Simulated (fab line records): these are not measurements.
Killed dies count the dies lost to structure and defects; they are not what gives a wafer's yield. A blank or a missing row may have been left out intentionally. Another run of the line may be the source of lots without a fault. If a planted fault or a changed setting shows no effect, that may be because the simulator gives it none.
2 desks looking at one fault / flow sky130 / numbers are kept per desk, each desk with only its own; the story behind them comes last

## METROLOGY DESK
Lot by lot, what the gauges showed, no matter which tool ran the lot: averages of those sampled wafers that carry a number. The brackets show how far a lot's mean lies from the usual mean; more than 4 standard deviations puts the lot out of limits, marked OUT.
Columns: A = cd_nm at SKY_CONTACT_CD_MEAS_14, usual 169.7 nm; B = CONTACT_OVL at SKY_CONTACT_OVL_MEAS_15, usual 0 nm
lot=L550; first seen here=day 32 13:47; A=169.4; B=-3
lot=L551; first seen here=day 32 20:16; A=170.7; B=2
lot=L552; first seen here=day 33 05:40; A=167.0; B=2
lot=L553; first seen here=day 33 10:07; A=170.6; B=5
lot=L556; first seen here=day 34 19:20; A=170.8; B=3
lot=L558; first seen here=day 35 06:30; A=169.2; B=-1
lot=L566; first seen here=day 37 04:51; A=169.7; B=-3
lot=L567; first seen here=day 37 15:31; A=169.9; B=-5
lot=L568; first seen here=day 38 03:14; A=167.9; B=-0
lot=L569; first seen here=day 38 15:23; A=171.5; B=-5
lot=L570; first seen here=day 38 15:56; A=169.2; B=-2
Result from this desk: across the 11 lots, nothing is out of limits.

## FOR THE TOOL OWNER'S DESK: rie_metal-01
The tool's own readings at SKY_METAL1_ETCH_18 (etches BARC in N2/H2, stops on SiO2, time 45.9 s, target depth 60 nm): means of the sampled wafers that have a number, for each lot that ran on this tool. The brackets show how far a lot's mean lies from the usual mean; more than 4 standard deviations puts the lot out of limits, marked OUT.
Columns: A = bias_w at SKY_METAL1_ETCH_18, usual 100.0 W; B = drypump_motor_current_A at SKY_METAL1_ETCH_18, usual 6.0 A; C = n2_flow_sccm at SKY_METAL1_ETCH_18, usual 100.02 sccm; D = oes_product_au at SKY_METAL1_ETCH_18, usual 0.855 a.u.; E = rf_fwd_power_W at SKY_METAL1_ETCH_18, usual 494.6 W; F = throttle_valve_pct at SKY_METAL1_ETCH_18, usual 13.225 %
lot=L550; first seen here=day 33 19:15; A=100.2; B=6.3; C=99.98; D=0.852; E=496.6; F=13.227
lot=L556; first seen here=day 35 23:13; A=98.0 (-6.6) OUT; B=6.3; C=99.92; D=0.846; E=498.3; F=13.220
lot=L558; first seen here=day 36 10:18; A=94.0 (-19) OUT; B=6.4; C=100.14; D=0.852; E=496.0; F=13.229
lot=L567; first seen here=day 38 18:21; A=100.0; B=6.3; C=99.90; D=0.854; E=495.8; F=13.231
lot=L570; first seen here=day 39 18:09; A=100.0; B=6.3; C=99.94; D=0.856; E=494.4; F=13.232
This desk's verdict: out of limits on L556, L558, starting with L556 at day 35 23:13 (bias_w at SKY_METAL1_ETCH_18). Within limits: L550, L567, L570.

## TAKEN TOGETHER
The tool owner's desk could have raised an alarm at day 35 23:13, on L556, L558.
The metrology desk saw nothing out of limits.
The metrology desk holds a record of L556, L558, inside its limits.
Every lot named ran SKY_METAL1_ETCH_18 on rie_metal-01.

## WHAT HAD BEEN PUT IN BY THE SIMULATOR
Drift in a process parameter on rie_metal-01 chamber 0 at SKY_METAL1_ETCH_18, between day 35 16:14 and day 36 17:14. The setting bias_w was moved by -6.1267, starting from 100. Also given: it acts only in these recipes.
Shown lots that were struck: L556, L558.
Time in hours from fault onset to the first out-of-limits reading at each desk: the tool owner's desk, 7.
